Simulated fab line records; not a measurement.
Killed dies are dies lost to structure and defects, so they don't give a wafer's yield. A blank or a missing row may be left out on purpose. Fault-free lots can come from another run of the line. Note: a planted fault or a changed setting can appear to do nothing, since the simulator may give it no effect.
Which tool did it? ; flow sfqLine ; 15 lots with 45 wafers sampled at 4 steps, on a route of 325 steps

## WHAT THE GAUGES SHOWED, per wafer
SFQ_M3_OVL_MEAS_921. Usual: M3_OVL typically reads 2 nm, with standard deviation 5.6.
lot;measured;on;M3_OVL (nm);flag
L635;day 35 20:41;overlay-01;9 8 9;
L636;day 36 22:31;overlay-02;4 1 8;
L638;day 37 00:56;overlay-02;4 3 4;
L639;day 38 15:34;overlay-02;-8 -1 -3;
L641;day 39 08:14;overlay-02;6 -1 4;
L642;day 39 20:50;overlay-01;7 6 3;
L644;day 40 11:22;overlay-01;-7 -8 0;
L645;day 40 17:22;overlay-02;7 12 10;
L648;day 41 20:53;overlay-02;0 -5 2;
L649;day 42 12:30;overlay-01;-5 -2 -2;
L650;day 42 22:25;overlay-02;4 -4 4;
L655;day 52 03:05;overlay-02;-3 6 -2;
L656;day 52 06:41;overlay-01;8 1 -1;
L657;day 52 09:05;overlay-01;6 1 7;
L658;day 52 11:29;overlay-02;-10 -9 -4;

## WHICH TOOL RAN EACH LOT (tool, then ch and the chambers of the sampled wafers, then the start)
lot;SFQ_TRILAYER_L0_STRIP_STRIP_009;SFQ_TRILAYER_L0_VIA_BARC_OPEN_VIA_ETCH_021;SFQ_TRILAYER_M0_ETCH_METAL_ETCH_024
L635;rieMetal-04 ch 0,1, day 4 08:20;rieDiel-01 ch 2,3, day 7 10:40;rieMetal-01 ch 0,1, day 11 17:29
L636;rieMetal-03 ch 0,1, day 4 14:20;rieDiel-04 ch 2,3, day 7 19:04;rieMetal-02 ch 0,1, day 12 02:26
L638;rieMetal-04 ch 0,1, day 5 00:08;rieDiel-03 ch 1,2, day 8 09:28;rieMetal-02 ch 0,1, day 12 17:00
L639;rieMetal-03 ch 0,1, day 5 05:56;rieDiel-01 ch 1,2, day 8 19:56;rieMetal-04 ch 0,1, day 13 00:43
L641;rieMetal-03 ch 0,1, day 5 13:08;rieDiel-01 ch 1,2,3, day 9 12:58;rieMetal-01 ch 0, day 13 14:26
L642;rieMetal-03 ch 0,1, day 5 19:08;rieDiel-01 ch 1,3, day 9 21:22;rieMetal-04 ch 0,1, day 13 21:05
L644;rieMetal-04 ch 0, day 6 03:38;rieDiel-01 ch 1,3, day 10 09:22;rieMetal-02 ch 0,1, day 14 11:29
L645;rieMetal-03 ch 0,1, day 6 10:44;rieDiel-04 ch 2,3, day 10 15:22;rieMetal-01 ch 0,1, day 14 20:08
L648;rieMetal-04 ch 0,1, day 7 07:08;rieDiel-04 ch 0,2, day 11 12:37;rieMetal-01 ch 0, day 16 05:48
L649;rieMetal-02 ch 0,1, day 7 14:32;rieDiel-04 ch 0,1, day 11 23:59;rieMetal-01 ch 0,1, day 16 21:31
L650;rieMetal-03 ch 0,1, day 7 21:32;rieDiel-04 ch 0,1,3, day 12 03:35;rieMetal-01 ch 0,1, day 17 03:28
L655;rieMetal-03 ch 0,1, day 9 16:38;rieDiel-04 ch 2,3, day 13 16:43;rieMetal-02 ch 1, day 19 07:18
L656;rieMetal-03 ch 1, day 10 01:32;rieDiel-01 ch 2,3, day 14 00:38;rieMetal-02 ch 0,1, day 19 18:08
L657;rieMetal-03 ch 1, day 10 07:20;rieDiel-04 ch 1,2,3, day 14 07:50;rieMetal-04 ch 0,1, day 20 02:38
L658;rieMetal-03 ch 1, day 10 10:44;rieDiel-01 ch 0,3, day 14 15:02;rieMetal-02 ch 0,1, day 20 12:14
- SFQ_TRILAYER_L0_STRIP_STRIP_009: strips in O2.
- SFQ_TRILAYER_L0_VIA_BARC_OPEN_VIA_ETCH_021: etches BARC in O2, target depth 125 nm, time 41.7 s.
- SFQ_TRILAYER_M0_ETCH_METAL_ETCH_024: etches Nb in Cl2/Ar, stops on SiO2, target depth 240 nm, time 120 s.

## WHAT THE TOOLS THEMSELVES READ (means of the sampled wafers that have a number; where no wafer has one, the mark that the record gives instead)
SFQ_TRILAYER_L0_STRIP_STRIP_009. Usual: drypumpMotorCurrentA 5.43 A, standard deviation 0.29; oesProductAu 1.006 a.u., standard deviation 0.013.
lot;tool;drypumpMotorCurrentA (A);oesProductAu (a.u.);flag
L635;rieMetal-04;5.40;1.001;
L636;rieMetal-03;5.23;1.006;
L638;rieMetal-04;5.41;1.005;
L639;rieMetal-03;5.24;1.010;
L641;rieMetal-03;5.46;1.001;
L642;rieMetal-03;5.47;1.005;
L644;rieMetal-04;5.49;0.998;
L645;rieMetal-03;5.23;1.008;
L648;rieMetal-04;5.39;1.014;
L649;rieMetal-02;5.74;1.001;
L650;rieMetal-03;5.45;0.996;
L655;rieMetal-03;5.23;1.015;
L656;rieMetal-03;5.68;1.011;
L657;rieMetal-03;5.68;0.997;
L658;rieMetal-03;5.67;1.008;

SFQ_TRILAYER_L0_VIA_BARC_OPEN_VIA_ETCH_021. Usual: biasW 80.03 W, standard deviation 0.26; chamberPressureMTorr 29.996 mTorr, standard deviation 0.029; drypumpMotorCurrentA 5.8 A, standard deviation 0.35; oesProductAu 0.685 a.u., standard deviation 0.0047.
lot;tool;biasW (W);chamberPressureMTorr (mTorr);drypumpMotorCurrentA (A);oesProductAu (a.u.);flag
L635;rieDiel-01;79.90;30.000;6.0;0.686;
L636;rieDiel-04;79.97;30.026;5.8;0.684;
L638;rieDiel-03;80.29;29.985;6.1;0.685;
L639;rieDiel-01;80.24;29.979;5.6;0.683;
L641;rieDiel-01;80.09;29.983;5.8;0.685;
L642;rieDiel-01;79.97;30.008;5.7;0.688;
L644;rieDiel-01;80.12;30.021;5.7;0.684;
L645;rieDiel-04;79.90;29.973;5.9;0.682;
L648;rieDiel-04;80.00;29.976;5.8;0.689;
L649;rieDiel-04;80.06;29.956;5.7;0.684;
L650;rieDiel-04;79.82;30.013;5.6;0.685;
L655;rieDiel-04;79.91;29.977;5.8;0.683;
L656;rieDiel-01;80.19;29.972;6.0;0.689;
L657;rieDiel-04;79.93;30.035;5.9;0.683;
L658;rieDiel-01;79.97;29.987;6.0;0.689;

SFQ_TRILAYER_M0_ETCH_METAL_ETCH_024. Usual: biasW 80.02 W, standard deviation 0.23; chamberPressureMTorr 10.000 mTorr, standard deviation 0.0082; drypumpMotorCurrentA 5.55 A, standard deviation 0.28; oesProductAu 0.894 a.u., standard deviation 0.0087.
lot;tool;biasW (W);chamberPressureMTorr (mTorr);drypumpMotorCurrentA (A);oesProductAu (a.u.);flag
L635;rieMetal-01;79.92;9.996;5.59;0.884;
L636;rieMetal-02;80.29;9.996;5.73;0.888;
L638;rieMetal-02;79.86;9.998;5.73;0.906;
L639;rieMetal-04;79.87;9.997;5.30;0.889;
L641;rieMetal-01;80.27;10.002;5.35;0.888;
L642;rieMetal-04;80.15;9.997;5.30;0.890;
L644;rieMetal-02;80.03;9.997;5.82;0.898;
L645;rieMetal-01;79.98;10.003;5.57;0.891;
L648;rieMetal-01;80.06;12.002;5.34;0.894;OFF
L649;rieMetal-01;80.09;10.666;5.82;0.897;OFF
L650;rieMetal-01;80.22;11.339;5.61;0.896;OFF
L655;rieMetal-02;80.13;9.999;5.88;0.884;
L656;rieMetal-02;79.66;9.999;5.73;0.901;
L657;rieMetal-04;80.00;10.006;5.31;0.890;
L658;rieMetal-02;80.03;9.991;5.72;0.896;

## THE ANSWER, worked out from the rows above alone
Rule: a lot counts as off when the mean over its wafers that have a number is more than 3 standard deviations away from the usual mean. Also off: a lot with no number at a reading for which 4 or more lots have one. All remaining lots with rows at the step are treated as sound. First the gauges in route order, then the tools' own readings, where a lot's mean is used as printed above. At the first step where some lot is off, the reading lying furthest off is the one used; lots without a number count as furthest.
Off: L648, L649, L650 (SFQ_TRILAYER_M0_ETCH_METAL_ETCH_024, chamberPressureMTorr).
If a tool, at that step or one of the process steps before it, ran each lot that is off and ran no sound lot following the first of them, it fits. One fits: SFQ_TRILAYER_M0_ETCH_METAL_ETCH_024 on rieMetal-01. A fault onset in the window from L645 (day 14 20:08, its last sound lot) to L648 (day 16 05:48, its first lot off) fits.
The tool's own readings at SFQ_TRILAYER_M0_ETCH_METAL_ETCH_024 bear it out: on the lots that are off they differ by more than 5 times the standard deviation of the sound lots' means. chamberPressureMTorr reads 11.336 mTorr there against 9.998 mTorr on the sound lots.

## WHAT THE SIMULATOR HAD INSERTED
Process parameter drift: rieMetal-01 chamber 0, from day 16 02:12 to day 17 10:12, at SFQ_TRILAYER_M0_ETCH_METAL_ETCH_024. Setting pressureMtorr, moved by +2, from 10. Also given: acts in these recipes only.
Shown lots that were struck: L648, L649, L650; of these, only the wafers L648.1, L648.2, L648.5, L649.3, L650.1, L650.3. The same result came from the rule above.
